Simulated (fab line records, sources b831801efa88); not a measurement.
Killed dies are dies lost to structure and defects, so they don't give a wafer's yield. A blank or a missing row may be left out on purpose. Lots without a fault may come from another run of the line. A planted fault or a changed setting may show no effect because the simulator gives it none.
Which tool did it? | flow gf180mcu | 14 lots, 42 wafers sampled, at 5 steps of a route of 602

WHAT THE GAUGES READ, wafer by wafer
GF_NWELL_TW_MEAS_11. Usual: NWELL_TW 1565, standard deviation 13.
lot  | measured    | on            | NWELL_TW       | flag
L432 | day 3 12:43 | film_metro-02 | 1561 1568 1568 |
L433 | day 3 23:35 | film_metro-01 | 1561 1547 1553 |
L434 | day 4 01:59 | film_metro-02 | 1548 1555 1554 |
L435 | day 4 06:11 | film_metro-02 | 1552 1554 1554 |
L436 | day 4 10:46 | film_metro-04 | 1581 1580 1574 |
L437 | day 4 15:20 | film_metro-01 | 1555 1562 1556 |
L441 | day 5 13:56 | film_metro-04 | 1590 1590 1585 |
L442 | day 5 20:02 | film_metro-04 | 1583 1587 1584 |
L444 | day 6 06:35 | film_metro-01 | 1557 1561 1565 |
L445 | day 6 13:26 | film_metro-04 | 1580 1573 1580 |
L446 | day 6 17:41 | film_metro-01 | 1566 1556 1557 |
L447 | day 6 23:35 | film_metro-04 | 1579 1579 1573 |
L452 | day 8 03:38 | film_metro-01 | 1563 1563 1556 |
L453 | day 8 07:59 | film_metro-02 | 1551 1549 1551 |

GF_MVSD_OVL_MEAS_07. Usual: MVSD_OVL 0.9 nm, standard deviation 1.3.
lot  | measured    | on         | MVSD_OVL (nm) | flag
L432 | day 4 16:13 | overlay-01 | 1.8 2.9 1.0   |
L433 | day 5 03:15 | overlay-01 | 0.2 -0.6 1.4  |
L434 | day 5 05:45 | overlay-02 | 0.0 -0.5 -1.8 |
L435 | day 5 09:18 | overlay-02 | 2.1 1.8 2.0   |
L436 | day 5 14:54 | overlay-02 | 2.0 1.5 2.1   |
L437 | day 5 19:57 | overlay-01 | 4.1 2.0 1.9   |
L441 | day 6 20:00 | overlay-02 | 0.4 1.2 3.5   |
L442 | day 7 03:15 | overlay-02 | 1.0 0.1 -0.1  |
L444 | day 7 13:39 | overlay-01 | -0.3 1.7 -0.5 |
L445 | day 7 21:36 | overlay-01 | 1.3 2.0 3.3   |
L446 | day 8 01:45 | overlay-01 | 1.1 0.1 -2.0  |
L447 | day 8 07:30 | overlay-01 | 1.5 1.2 1.2   |
L452 | day 9 13:52 | overlay-02 | 1.2 2.2 -0.3  |
L453 | day 9 17:06 | overlay-01 | 1.3 2.1 1.1   |

GF_VT_IMPLANT_OVL_MEAS_07. Usual: VT_IMPLANT_OVL 0.2 nm, standard deviation 1.1.
lot  | measured     | on         | VT_IMPLANT_OVL (nm) | flag
L432 | day 5 21:01  | overlay-01 | 1.0 1.9 0.6         |
L433 | day 6 08:45  | overlay-02 | -0.7 -0.2 -1.8      |
L434 | day 6 11:54  | overlay-01 | -0.1 0.7 0.6        |
L435 | day 6 14:36  | overlay-01 | -1.8 -1.3 -1.2      |
L436 | day 6 21:35  | overlay-01 | -1.0 0.8 0.3        |
L437 | day 7 03:42  | overlay-02 | -0.5 0.4 -1.2       |
L441 | day 8 05:02  | overlay-02 | 2.4 0.2 0.6         |
L442 | day 8 12:00  | overlay-01 | 0.3 0.3 -0.4        |
L444 | day 8 23:12  | overlay-01 | 0.1 -0.1 0.4        |
L445 | day 9 07:23  | overlay-01 | -3.2 0.3 0.5        |
L446 | day 9 11:39  | overlay-02 | -0.1 -1.2 0.3       |
L447 | day 9 17:20  | overlay-02 | -0.1 -0.1 0.9       |
L452 | day 11 01:50 | overlay-02 | 1.2 0.7 -0.1        |
L453 | day 11 05:15 | overlay-02 | 0.8 0.1 -0.7        |

GF_VT_IMPLANT_OVL_MEAS_29. Usual: VT_IMPLANT_02_OVL -1.0 nm, standard deviation 1.4.
lot  | measured     | on         | VT_IMPLANT_02_OVL (nm) | flag
L432 | day 7 04:07  | overlay-02 | -2.8 -0.9 -1.5         |
L433 | day 7 15:47  | overlay-01 | 1.0 -0.9 0.5           |
L434 | day 7 20:06  | overlay-02 | -0.6 -0.9 -1.0         |
L435 | day 7 22:17  | overlay-01 | -1.4 -1.0 -2.5         |
L436 | day 8 05:33  | overlay-02 | 0.0 -0.4 1.6           |
L437 | day 8 12:18  | overlay-02 | 0.4 -0.5 -3.7          |
L441 | day 9 15:29  | overlay-02 | -3.8 -2.4 -3.9         |
L442 | day 9 21:53  | overlay-01 | -0.9 -0.3 -0.5         |
L444 | day 10 10:56 | overlay-01 | - - -                  | OFF
L445 | day 10 19:21 | overlay-02 | - - -                  | OFF
L446 | day 11 00:17 | overlay-01 | -1.6 -1.8 -3.1         |
L447 | day 11 05:51 | overlay-02 | -0.4 1.1 1.4           |
L452 | day 12 16:05 | overlay-01 | -0.1 -0.5 0.2          |
L453 | day 12 20:16 | overlay-02 | -1.8 -2.9 -2.2         |

WHICH TOOL RAN EACH LOT (tool, then ch and the chambers of the sampled wafers, then the start)
lot  | GF_VT_IMPLANT_COAT_24
L432 | litho_track-01 ch 0, day 6 19:50
L433 | litho_track-01 ch 0, day 7 07:38
L434 | litho_track-03 ch 0, day 7 11:30
L435 | litho_track-03 ch 0, day 7 14:00
L436 | litho_track-01 ch 0, day 7 21:23
L437 | litho_track-01 ch 0, day 8 03:47
L441 | litho_track-03 ch 0, day 9 06:57
L442 | litho_track-03 ch 0, day 9 13:18
L444 | litho_track-03, day 10 01:36
L445 | litho_track-01, day 10 09:59
L446 | litho_track-01 ch 0, day 10 14:56
L447 | litho_track-01 ch 0, day 10 20:25
L452 | litho_track-03 ch 0, day 12 06:11
L453 | litho_track-03 ch 0, day 12 10:19
- GF_VT_IMPLANT_COAT_24: resist thk 1000 nm.

WHAT THE TOOLS THEMSELVES READ (means of the sampled wafers that have a number; where no wafer has one, the mark that the record gives instead)
GF_VT_IMPLANT_COAT_24. Usual: chill_plate_temp_C 23.02 C, standard deviation 0.11; dispense_pressure_kPa 52.1 kPa, standard deviation 2.2.
lot  | tool           | chill_plate_temp_C (C) | dispense_pressure_kPa (kPa) | flag
L432 | litho_track-01 | 23.01                  | 49.3                        |
L433 | litho_track-01 | 22.87                  | 49.3                        |
L434 | litho_track-03 | 22.95                  | 54.0                        |
L435 | litho_track-03 | 22.97                  | 54.0                        |
L436 | litho_track-01 | 22.99                  | 49.3                        |
L437 | litho_track-01 | 23.12                  | 49.3                        |
L441 | litho_track-03 | 22.92                  | 54.0                        |
L442 | litho_track-03 | 23.09                  | 54.0                        |
L444 | litho_track-03 | -                      | -                           | OFF
L445 | litho_track-01 | -                      | -                           | OFF
L446 | litho_track-01 | 23.03                  | 49.3                        |
L447 | litho_track-01 | 23.01                  | 49.3                        |
L452 | litho_track-03 | 22.94                  | 53.9                        |
L453 | litho_track-03 | 23.07                  | 53.9                        |

THE ANSWER, worked out from the rows above alone
Rule: a lot is off if the mean of its wafers that have a number lies more than 3 standard deviations from the usual mean. A lot without any number at a reading at which 4 lots or more have one is off too. The other lots that the step has rows for count as sound. The gauges are gone through in route order, then the tools' own readings, and for those a lot's mean is taken as printed above. The first step at which some lot is off is used, and at that step the reading that is off furthest; a lot without a number counts as furthest.
Off: L444, L445, at GF_VT_IMPLANT_OVL_MEAS_29 (VT_IMPLANT_02_OVL). Without a number there: L444, L445.
A tool fits if, at a process step before that reading, it ran every lot that is off, and no sound lot after the first of them. The gauges at GF_VT_IMPLANT_OVL_MEAS_29 aren't tried: what is off there is off at GF_VT_IMPLANT_COAT_24 too, on other tools, and a gauge's error can't cause that. None of those tried fits.

WHAT THE SIMULATOR HAD PUT IN
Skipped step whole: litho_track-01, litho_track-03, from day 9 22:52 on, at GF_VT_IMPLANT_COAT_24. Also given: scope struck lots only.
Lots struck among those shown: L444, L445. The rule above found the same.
